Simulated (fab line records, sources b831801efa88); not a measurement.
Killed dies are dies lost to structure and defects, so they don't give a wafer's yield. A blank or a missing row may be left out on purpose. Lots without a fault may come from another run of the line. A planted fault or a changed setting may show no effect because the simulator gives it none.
Which tool did it? | flow sky130 | 11 lots, 33 wafers sampled, at 5 steps of a route of 708

WHAT THE GAUGES READ, wafer by wafer
The record holds no reading of a measuring or inspecting step that can be judged against a usual standard deviation.

WHICH TOOL RAN EACH LOT (tool, then ch and the chambers of the sampled wafers, then the start)
lot  | SKY_METAL3_ETCH_17                 | SKY_VIA3_ETCH_14                   | SKY_VIA3_ETCH_15                   | SKY_METAL4_SPUTTER_00        | SKY_PAD_OPEN_PROBE_99
L445 | rie_diel-02 ch 0,1, day 38 03:38   | rie_diel-02 ch 2,3, day 39 06:16   | rie_diel-02 ch 2,3, day 39 06:18   | pvd_sputter-04, day 39 07:51 | prober-01, day 45 11:49
L446 | rie_diel-04 ch 0,1, day 38 22:04   | rie_diel-03 ch 0,1,3, day 39 23:44 | rie_diel-03 ch 0,1,3, day 39 23:46 | pvd_sputter-03, day 40 01:08 | -
L447 | rie_diel-03 ch 1,2, day 39 00:55   | rie_diel-02 ch 2,3, day 40 02:35   | rie_diel-02 ch 2,3, day 40 02:37   | pvd_sputter-02, day 40 04:07 | -
L448 | rie_diel-04 ch 0,1,2, day 39 07:23 | rie_diel-03 ch 2,3, day 40 09:23   | rie_diel-03 ch 2,3, day 40 09:25   | pvd_sputter-04, day 40 10:47 | -
L449 | rie_diel-04 ch 1,3, day 39 14:47   | rie_diel-03 ch 0,2, day 40 16:46   | rie_diel-03 ch 0,2, day 40 16:49   | pvd_sputter-03, day 40 18:08 | -
L450 | rie_diel-03 ch 0,2,3, day 40 02:07 | rie_diel-03 ch 0,1,2, day 41 03:28 | rie_diel-03 ch 0,1,2, day 41 03:31 | pvd_sputter-03, day 41 05:02 | -
L452 | rie_diel-02 ch 0,2, day 40 20:10   | rie_diel-02 ch 0,1,2, day 42 05:32 | rie_diel-02 ch 0,1,2, day 42 05:34 | pvd_sputter-02, day 42 06:54 | -
L456 | rie_diel-04 ch 1,2,3, day 41 16:47 | rie_diel-02 ch 0,1, day 42 17:28   | rie_diel-02 ch 0,1, day 42 17:31   | pvd_sputter-04, day 42 18:52 | -
L461 | rie_diel-03 ch 0,1,2, day 43 07:59 | rie_diel-03 ch 0,2,3, day 44 08:26 | rie_diel-03 ch 0,2,3, day 44 08:28 | pvd_sputter-04, day 44 09:48 | -
L462 | rie_diel-04 ch 0,1,3, day 43 12:46 | rie_diel-03 ch 0,1,3, day 44 13:37 | rie_diel-03 ch 0,1,3, day 44 13:40 | pvd_sputter-04, day 44 15:02 | prober-02, day 49 21:59
L468 | rie_diel-03 ch 0,1,2, day 46 03:01 | rie_diel-03 ch 0,3, day 47 00:28   | rie_diel-03 ch 0,3, day 47 00:31   | pvd_sputter-03, day 47 01:49 | -
- SKY_METAL3_ETCH_17: etches SiO2 in C4F8/O2/Ar, stops on TiN, time 3.707 s, target depth 15 nm.
- SKY_VIA3_ETCH_14: etches BARC in N2/H2, stops on SiO2, time 45.9 s, target depth 60 nm.
- SKY_VIA3_ETCH_15: etches SiO2 in C4F8/O2/Ar, stops on TiN, target depth 507 nm, time 78 s.
- SKY_METAL4_SPUTTER_00: material Ti, target thk 15 nm, time 10 s.
- SKY_PAD_OPEN_PROBE_99

WHAT THE TOOLS THEMSELVES READ (means of the sampled wafers that have a number; where no wafer has one, the mark that the record gives instead)
SKY_METAL3_ETCH_17.
lot  | tool        | chamber_pressure_mTorr (mTorr) | oes_product_au (a.u.)
L445 | rie_diel-02 | 40.02                          | 0.780
L446 | rie_diel-04 | 40.03                          | 0.775
L447 | rie_diel-03 | 39.99                          | 0.772
L448 | rie_diel-04 | 40.00                          | 0.778
L449 | rie_diel-04 | 40.00                          | 0.771
L450 | rie_diel-03 | 40.05                          | 0.771
L452 | rie_diel-02 | 40.03                          | 0.768
L456 | rie_diel-04 | 40.02                          | 0.770
L461 | rie_diel-03 | 39.99                          | 0.766
L462 | rie_diel-04 | 40.00                          | 0.764
L468 | rie_diel-03 | 40.00                          | 0.767

SKY_VIA3_ETCH_14.
lot  | tool        | chamber_pressure_mTorr (mTorr) | drypump_motor_current_A (A) | n2_flow_sccm (sccm) | oes_product_au (a.u.) | throttle_valve_pct (%)
L445 | rie_diel-02 | 29.983                         | 5.9                         | 100.04              | 0.856                 | 13.232
L446 | rie_diel-03 | 29.985                         | 5.7                         | 100.08              | 0.858                 | 13.227
L447 | rie_diel-02 | 30.016                         | 5.9                         | 99.90               | 0.855                 | 13.229
L448 | rie_diel-03 | 29.993                         | 5.8                         | 100.18              | 0.857                 | 13.223
L449 | rie_diel-03 | 30.013                         | 5.8                         | 100.02              | 0.858                 | 13.224
L450 | rie_diel-03 | 30.002                         | 5.8                         | 99.89               | 0.856                 | 13.232
L452 | rie_diel-02 | 29.960                         | 5.8                         | 100.15              | 0.856                 | 13.217
L456 | rie_diel-02 | 30.000                         | 5.7                         | 99.82               | 0.857                 | 13.219
L461 | rie_diel-03 | 24.023                         | 5.8                         | 99.86               | 0.857                 | 13.223
L462 | rie_diel-03 | 23.998                         | 5.7                         | 99.85               | 0.855                 | 13.220
L468 | rie_diel-03 | 29.988                         | 5.6                         | 99.95               | 0.855                 | 13.227

SKY_VIA3_ETCH_15.
lot  | tool        | chamber_pressure_mTorr (mTorr) | oes_product_au (a.u.)
L445 | rie_diel-02 | 40.00                          | 0.950
L446 | rie_diel-03 | 39.98                          | 0.946
L447 | rie_diel-02 | 40.02                          | 0.948
L448 | rie_diel-03 | 39.99                          | 0.944
L449 | rie_diel-03 | 40.02                          | 0.945
L450 | rie_diel-03 | 40.03                          | 0.943
L452 | rie_diel-02 | 39.98                          | 0.945
L456 | rie_diel-02 | 39.99                          | 0.942
L461 | rie_diel-03 | 39.99                          | 0.949
L462 | rie_diel-03 | 40.00                          | 0.945
L468 | rie_diel-03 | 40.00                          | 0.949

SKY_METAL4_SPUTTER_00.
lot  | tool           | cathode_dc_power_W (W) | chamber_pressure_pa (Pa) | throttle_valve_pct (%)
L445 | pvd_sputter-04 | 2999.9                 | 0.4003                   | 31.4
L446 | pvd_sputter-03 | 2999.4                 | 0.4006                   | 29.4
L447 | pvd_sputter-02 | 3000.2                 | 0.4001                   | 30.1
L448 | pvd_sputter-04 | 2999.5                 | 0.4002                   | 30.9
L449 | pvd_sputter-03 | 2999.6                 | 0.3998                   | 29.1
L450 | pvd_sputter-03 | 3000.0                 | 0.4003                   | 29.3
L452 | pvd_sputter-02 | 2999.9                 | 0.3997                   | 29.9
L456 | pvd_sputter-04 | 3000.5                 | 0.4003                   | 30.1
L461 | pvd_sputter-04 | 3000.7                 | 0.4007                   | 30.9
L462 | pvd_sputter-04 | 2999.9                 | 0.3999                   | 31.6
L468 | pvd_sputter-03 | 3000.4                 | 0.4012                   | 29.5

SKY_PAD_OPEN_PROBE_99.
lot  | tool      | defect_limited_yield (%) | killed_at_M0_to_M3 | killed_at_M4_up | killed_at_contacts | killed_at_front_end | killed_at_other | killed_dies | killed_open | killed_short | sort_bin_3_pad_short (%) | sort_bin_5_function (%) | sort_bin_6_memory (%) | sort_n_pass | sort_yield_pct (%)
L445 | prober-01 | 83.9                     | 38                 | 3.0             | 22                 | 16                  | 0.0             | 79          | 43          | 36           | 1.0                      | 9.9                     | 5.2                   | 413         | 83.9
L462 | prober-02 | 83.1                     | 42                 | 1.3             | 22                 | 18                  | 0.0             | 83          | 42          | 41           | 0.9                      | 10.6                    | 5.4                   | 409         | 83.1

THE ANSWER, worked out from the rows above alone
Rule: what is usual is taken from the lots themselves. Put in order of their means at a reading, lots are off if they are a third of the lots or fewer, leave a main group of 4 or more, and stand apart from it by a gap of 3 or more times the standard deviation of the main group's means; of several such gaps the widest counts. A main group whose means are all the same, to the digits that the tables above print for the reading, isn't used. A lot without any number at a reading at which 4 lots or more have one is off too. The other lots that the step has rows for count as sound. The gauges are gone through in route order, then the tools' own readings, and for those a lot's mean is taken as printed above. The first step at which some lot is off is used, and at that step the reading that is off furthest; a lot without a number counts as furthest.
Off: L461, L462, at SKY_VIA3_ETCH_14 (chamber_pressure_mTorr). The main group: mean 29.993 mTorr, standard deviation 0.016.
A tool fits if, at that step or a process step before it, it ran every lot that is off, and no sound lot after the first of them. None of those tried fits.

WHAT THE SIMULATOR HAD PUT IN
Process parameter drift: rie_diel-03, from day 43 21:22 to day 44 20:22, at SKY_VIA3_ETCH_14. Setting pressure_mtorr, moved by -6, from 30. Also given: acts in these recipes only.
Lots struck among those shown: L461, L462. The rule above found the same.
